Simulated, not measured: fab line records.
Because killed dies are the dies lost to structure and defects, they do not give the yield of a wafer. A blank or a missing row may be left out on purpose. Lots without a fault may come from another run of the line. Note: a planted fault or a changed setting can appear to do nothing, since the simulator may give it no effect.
Which of the tools did it? / flow gf180mcu / Sampling: 8 lots, 24 wafers, 6 of 602 route steps

WHAT THE GAUGES READ, wafer by wafer
GF_STI_BOW_MEAS_00.
lot=L176; measured=day 1 10:00; on=film-metro-03; INCOMING_BOW (um)=-15 9 4
lot=L177; measured=day 1 15:00; on=film-metro-02; INCOMING_BOW (um)=3 -3 -3
lot=L179; measured=day 2 01:00; on=film-metro-03; INCOMING_BOW (um)=7 5 -3
lot=L180; measured=day 2 06:01; on=film-metro-01; INCOMING_BOW (um)=-4 0 0
lot=L183; measured=day 2 21:01; on=film-metro-01; INCOMING_BOW (um)=7 -8 7
lot=L185; measured=day 3 07:01; on=film-metro-01; INCOMING_BOW (um)=-18 17 -1
lot=L186; measured=day 3 12:02; on=film-metro-01; INCOMING_BOW (um)=-15 -1 0
lot=L187; measured=day 3 17:00; on=film-metro-03; INCOMING_BOW (um)=17 -10 5

GF_NWELL_TW_MEAS_11.
lot=L176; measured=day 3 08:32; on=film-metro-03; NWELL_TW=1566 1572 1561
lot=L177; measured=day 3 13:41; on=film-metro-02; NWELL_TW=1575 1564 1564
lot=L179; measured=day 4 01:07; on=film-metro-03; NWELL_TW=1576 1573 1577
lot=L180; measured=day 4 06:49; on=film-metro-02; NWELL_TW=1557 1558 1562
lot=L183; measured=day 4 22:29; on=film-metro-02; NWELL_TW=1563 1567 1569
lot=L185; measured=day 5 09:58; on=film-metro-02; NWELL_TW=2400 2401 2403
lot=L186; measured=day 5 15:39; on=film-metro-04; NWELL_TW=2439 2434 2422
lot=L187; measured=day 5 20:41; on=film-metro-03; NWELL_TW=2384 2383 2394

GF_LVPWELL_OVL_MEAS_07.
lot=L176; measured=day 3 21:23; on=overlay-01; LVPWELL_OVL (nm)=-0.5 1.0 2.4
lot=L177; measured=day 4 02:20; on=overlay-02; LVPWELL_OVL (nm)=-1.5 -2.0 0.7
lot=L179; measured=day 4 14:05; on=overlay-02; LVPWELL_OVL (nm)=-2.2 -1.9 -1.9
lot=L180; measured=day 4 19:52; on=overlay-01; LVPWELL_OVL (nm)=0.8 0.5 2.4
lot=L183; measured=day 5 12:13; on=overlay-01; LVPWELL_OVL (nm)=2.0 2.7 0.4
lot=L185; measured=day 6 00:23; on=overlay-02; LVPWELL_OVL (nm)=1.0 0.1 0.7
lot=L186; measured=day 6 06:40; on=overlay-02; LVPWELL_OVL (nm)=-0.5 -1.4 2.3
lot=L187; measured=day 6 11:10; on=overlay-01; LVPWELL_OVL (nm)=-1.6 -2.2 -2.9

GF_VT_IMPLANT_RS_MEAS_47: measurement is done with a four-point probe.
lot=L176; measured=day 7 14:50; on=film-metro-04; NWELL_RS (ohm/sq)=488.1 486.1 489.1
lot=L177; measured=day 7 20:35; on=film-metro-02; NWELL_RS (ohm/sq)=488.7 489.5 489.7
lot=L179; measured=day 8 11:12; on=film-metro-03; NWELL_RS (ohm/sq)=486.6 487.5 487.0
lot=L180; measured=day 8 17:28; on=film-metro-03; NWELL_RS (ohm/sq)=487.5 489.0 488.7
lot=L183; measured=day 9 12:26; on=film-metro-02; NWELL_RS (ohm/sq)=487.4 486.5 488.1
lot=L185; measured=day 10 02:34; on=film-metro-04; NWELL_RS (ohm/sq)=- - -
lot=L186; measured=day 10 09:44; on=film-metro-04; NWELL_RS (ohm/sq)=- - -
lot=L187; measured=day 10 16:12; on=film-metro-04; NWELL_RS (ohm/sq)=- - -

TOOL THAT RAN EACH LOT (tool first, then ch and the chambers of the sampled wafers, then the start)
lot=L176; GF_DNWELL_STRIP_08=plasma-asher-02 ch 0,1, day 2 19:13; GF_NWELL_IMPLANT_08=implanter-02 ch 0, day 3 08:08
lot=L177; GF_DNWELL_STRIP_08=plasma-asher-03 ch 0,1, day 3 00:23; GF_NWELL_IMPLANT_08=implanter-02 ch 0, day 3 13:17
lot=L179; GF_DNWELL_STRIP_08=plasma-asher-03 ch 0,1, day 3 11:46; GF_NWELL_IMPLANT_08=implanter-02 ch 0, day 4 00:43
lot=L180; GF_DNWELL_STRIP_08=plasma-asher-01 ch 0,1, day 3 16:37; GF_NWELL_IMPLANT_08=implanter-02 ch 0, day 4 06:26
lot=L183; GF_DNWELL_STRIP_08=plasma-asher-03 ch 0,1, day 4 08:34; GF_NWELL_IMPLANT_08=implanter-03 ch 0, day 4 22:05
lot=L185; GF_DNWELL_STRIP_08=plasma-asher-01 ch 0,1, day 4 19:19; GF_NWELL_IMPLANT_08=implanter-03 ch 0, day 5 09:35
lot=L186; GF_DNWELL_STRIP_08=plasma-asher-03 ch 0,1, day 5 00:47; GF_NWELL_IMPLANT_08=implanter-03 ch 0, day 5 15:17
lot=L187; GF_DNWELL_STRIP_08=plasma-asher-02 ch 0,1, day 5 06:17; GF_NWELL_IMPLANT_08=implanter-03 ch 0, day 5 20:17
- GF_DNWELL_STRIP_08: strips in O2/N2.
- GF_NWELL_IMPLANT_08

WHAT THE TOOLS THEMSELVES READ (means of the sampled wafers that have a number; where no wafer has one, the mark that the record gives instead)
GF_DNWELL_STRIP_08.
lot=L176; tool=plasma-asher-02; drypump-motor-current-A (A)=5.4; heater-power-w (W)=284; o2-flow-sccm (sccm)=2994; oes-product-au (a.u.)=0.725; strip-time-to-endpoint-s (s)=36.98
lot=L177; tool=plasma-asher-03; drypump-motor-current-A (A)=5.5; heater-power-w (W)=306; o2-flow-sccm (sccm)=2993; oes-product-au (a.u.)=0.716; strip-time-to-endpoint-s (s)=36.93
lot=L179; tool=plasma-asher-03; drypump-motor-current-A (A)=5.5; heater-power-w (W)=299; o2-flow-sccm (sccm)=2999; oes-product-au (a.u.)=0.722; strip-time-to-endpoint-s (s)=36.81
lot=L180; tool=plasma-asher-01; drypump-motor-current-A (A)=5.7; heater-power-w (W)=325; o2-flow-sccm (sccm)=3000; oes-product-au (a.u.)=0.724; strip-time-to-endpoint-s (s)=36.98
lot=L183; tool=plasma-asher-03; drypump-motor-current-A (A)=5.5; heater-power-w (W)=306; o2-flow-sccm (sccm)=2999; oes-product-au (a.u.)=0.721; strip-time-to-endpoint-s (s)=36.93
lot=L185; tool=plasma-asher-01; drypump-motor-current-A (A)=5.7; heater-power-w (W)=325; o2-flow-sccm (sccm)=2999; oes-product-au (a.u.)=0.720; strip-time-to-endpoint-s (s)=36.84
lot=L186; tool=plasma-asher-03; drypump-motor-current-A (A)=5.5; heater-power-w (W)=299; o2-flow-sccm (sccm)=2999; oes-product-au (a.u.)=0.719; strip-time-to-endpoint-s (s)=36.87
lot=L187; tool=plasma-asher-02; drypump-motor-current-A (A)=5.4; heater-power-w (W)=288; o2-flow-sccm (sccm)=3002; oes-product-au (a.u.)=0.723; strip-time-to-endpoint-s (s)=36.92

GF_NWELL_IMPLANT_08.
lot=L176; tool=implanter-02; tilt-deg (degrees)=0.009
lot=L177; tool=implanter-02; tilt-deg (degrees)=-0.002
lot=L179; tool=implanter-02; tilt-deg (degrees)=0.022
lot=L180; tool=implanter-02; tilt-deg (degrees)=-0.014
lot=L183; tool=implanter-03; tilt-deg (degrees)=0.005
lot=L185; tool=implanter-03; tilt-deg (degrees)=0.005
lot=L186; tool=implanter-03; tilt-deg (degrees)=-0.009
lot=L187; tool=implanter-03; tilt-deg (degrees)=0.022

THE ANSWER, worked out from the rows above alone
Rule: usual is defined by the lots themselves. The widest of any qualifying gaps counts: lots, ordered by their means at a reading, are off when they make up no more than a third of the lots, leave a main group of 4 or more, and stand apart from it by 3 or more times the standard deviation of that group's means. A main group is skipped when, at the precision printed for the reading in the tables above, its means are all equal. A lot without any number at a reading at which 4 lots or more have one is off too. All remaining lots with rows at the step are treated as sound. Order of review: gauges by route order, followed by the tools' own readings, for which a lot's mean as printed above is used. The first step at which some lot is off is used, and at that step the reading that is off furthest; a lot without a number counts as furthest.
Off: L185, L186, L187, at GF_VT_IMPLANT_RS_MEAS_47 (NWELL_RS). Without a number there: L185, L186, L187. Main group: mean 488.0 ohm/sq, sd 0.81.
A tool fits if, at a process step before that reading, it ran every lot that is off, and no sound lot after the first of them. Gauges at GF_VT_IMPLANT_RS_MEAS_47: tried the same way as those tools. Can't be told from this: 2 tools fit, implanter-03 at GF_NWELL_IMPLANT_08, film-metro-04 at GF_VT_IMPLANT_RS_MEAS_47.

WHAT HAD BEEN PUT IN BY THE SIMULATOR
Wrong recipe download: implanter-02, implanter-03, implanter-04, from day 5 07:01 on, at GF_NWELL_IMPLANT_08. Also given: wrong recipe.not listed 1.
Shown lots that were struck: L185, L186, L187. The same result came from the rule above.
